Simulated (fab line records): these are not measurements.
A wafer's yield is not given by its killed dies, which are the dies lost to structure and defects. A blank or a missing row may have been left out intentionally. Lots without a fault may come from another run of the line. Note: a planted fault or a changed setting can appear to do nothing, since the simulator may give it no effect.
A lot that was struck, set against a sound lot -- flow sky130 -- 21 out of 708 route steps
Sound: these wafers, L938.4, L938.5, L938.6. Struck: wafer L944.2; the same lot's L944.4 was not struck, so it is left out; see the end for the cause.
For every step that has rows: the tool of each side, followed by ch and its chambers, followed by its first start. Under that, the readings that differ: sound wafers -- struck wafers -- difference of the means -- sigmas: that difference in standard deviations of wafers without a fault.
alike: same words and numbers on both sides, and readings whose means sit less than 2 such deviations apart. not compared: any withheld reading, any reading some wafer has no value for, any bound like >300 that may hide the same value, and any number with overlapping values for which the record gives no deviation.
A row with sigmas, a row that says differs or no value, or rows on one side alone: a step with any of these is where the two part. Numbers that have no deviation but don't overlap get no sigmas and don't part them. A reading that every wafer of one side lacks parts them only if that side has two wafers or more.

first, 1 step without rows for these wafers: SKY_RES_XHIGH_IMPLANT_07.
SKY_RES_XHIGH_STRIP_08: strips in O2/N2.
  sound on plasma-asher-01 ch 0,1, day 29 04:25; struck on plasma-asher-03 ch 1, day 31 05:07
reading,sound,struck,difference,sigmas
rf-hours-counter-h (h),- - -,90,no value on the sound wafers,
  alike: chamber-pressure-mTorr, drypump-motor-current-A, oes-product-au, strip-time-to-endpoint-s
SKY_RES_XHIGH_TW_MEAS_09:
  sound: film-metro-01 at day 29 04:31; struck: film-metro-01 at day 31 05:14
  alike: RES_XHIGH_TW
then, 7 steps without rows for these wafers: SKY_SD_N_DEHYDRATE_00 (time 60 s); SKY_SD_N_HMDS_01 (prime time 60 s); SKY_SD_N_COAT_02 (resist thk 1140 nm); SKY_SD_N_SOFTBAKE_03 (time 60 s); SKY_SD_N_EXPOSE_04 (exposes mask NSDM, target cd 380 nm); SKY_SD_N_PEB_05; SKY_SD_N_DEVELOP_06 (develop time 60 s).
SKY_SD_N_CD_MEAS_07: the cd target is 380 nm.
  sound: cd-sem-01 at day 30 07:44; struck: cd-sem-02 at day 32 08:15
  alike: cd-nm
SKY_SD_N_OVL_MEAS_08:
  sound: overlay-01 at day 30 07:49; struck: overlay-02 at day 32 08:22
  alike: SD_N_OVL
SKY_SD_N_IMPLANT_09:
  sound on implanter-01 ch 0, day 30 07:55; struck on implanter-01 ch 0, day 32 08:25
reading,sound,struck,difference,sigmas
beam-on-s (s),20.6 20.7 20.8,17.6,-3.1,-5
faraday-current-uA,10685 10617 10577,12498,+1872,+5
following that, these wafers have no rows for 1 step: SKY_SD_N_IMPLANT_10.
SKY_SD_N_STRIP_11: strips in O2/N2.
  sound on plasma-asher-04 ch 0,1, day 30 08:10; struck on plasma-asher-01 ch 0, day 32 08:41
reading,sound,struck,difference,sigmas
oes-product-au (a.u.),0.527 0.526 0.524,0.540,+0.014,+3
rf-hours-counter-h (h),- - -,33,no value on the sound wafers,
strip-time-to-endpoint-s (s),22.54 22.52 22.53,21.87,-0.66,-13
  alike: chamber-pressure-mTorr, drypump-motor-current-A
SKY_SD_N_TW_MEAS_12:
  sound: film-metro-04 at day 30 08:16; struck: film-metro-02 at day 32 08:48
  alike: SD_N_TW
then, 1 step without rows for these wafers: SKY_SD_N_CLEAN_13 (cleans in SC1/SC2, time 150 s).
SKY_SD_N_RTA_14: time 2 s.
  sound on rtp-anneal-01 ch 0, day 30 08:22; struck on rtp-anneal-01 ch 0, day 32 08:54
reading,sound,struck,difference,sigmas
lamp-power-pct (%),15.78 15.66 15.75,15.84,+0.11,+2
  alike: wafer_temp_C_max
SKY_SD_N_RS_MEAS_16: measures by four-point-probe.
  sound: film-metro-02 at day 30 08:35; struck: film-metro-02 at day 32 09:05
reading,sound,struck,difference,sigmas
SD_N_RS (ohm/sq),68.77 68.79 68.74,70.46,+1.69,+11
SKY_SD_N_RS_MEAS_17: measures by four-point-probe.
  sound: film-metro-02 at day 30 08:42; struck: film-metro-02 at day 32 09:13
  alike: SD_P_RS
-- the record jumps here: 17 days lie between the struck wafers' starts before and after (it left off in module SD_N and takes up again in module PAD_OPEN, whose first step shown is number 708 of the route) --
SKY_PAD_OPEN_PROBE_99:
  sound: prober-01 at day 47 12:02; struck: prober-01 at day 49 00:04
reading,sound,struck,difference,sigmas
killed_at_M0_to_M3,38 49 50,30,-16,-2
model.etest.res-ndiff.line-ohm-um,756.9 748.9 767.4,809.9,+52.2,
model.etest.licon-ndiff.rc-ohm,187.9 185.8 183.5,195.2,+9.5,
model.etest.res-ndiff-hv.rs-ohm-sq,113.5 114 113.8,122.1,+8.3,
model.etest.res-ndiff.rs-ohm-sq,119 119.1 119.6,126.5,+7.3,
  alike: killed_at_M4_up, killed-at-contacts, killed-at-front-end, killed-at-other, killed-dies, killed-open, killed-short

== WHERE THEY PART ==
At SKY_RES_XHIGH_STRIP_08 first; at SKY_PAD_OPEN_PROBE_99 last (within this record only).

WHY: whatever the simulator had introduced
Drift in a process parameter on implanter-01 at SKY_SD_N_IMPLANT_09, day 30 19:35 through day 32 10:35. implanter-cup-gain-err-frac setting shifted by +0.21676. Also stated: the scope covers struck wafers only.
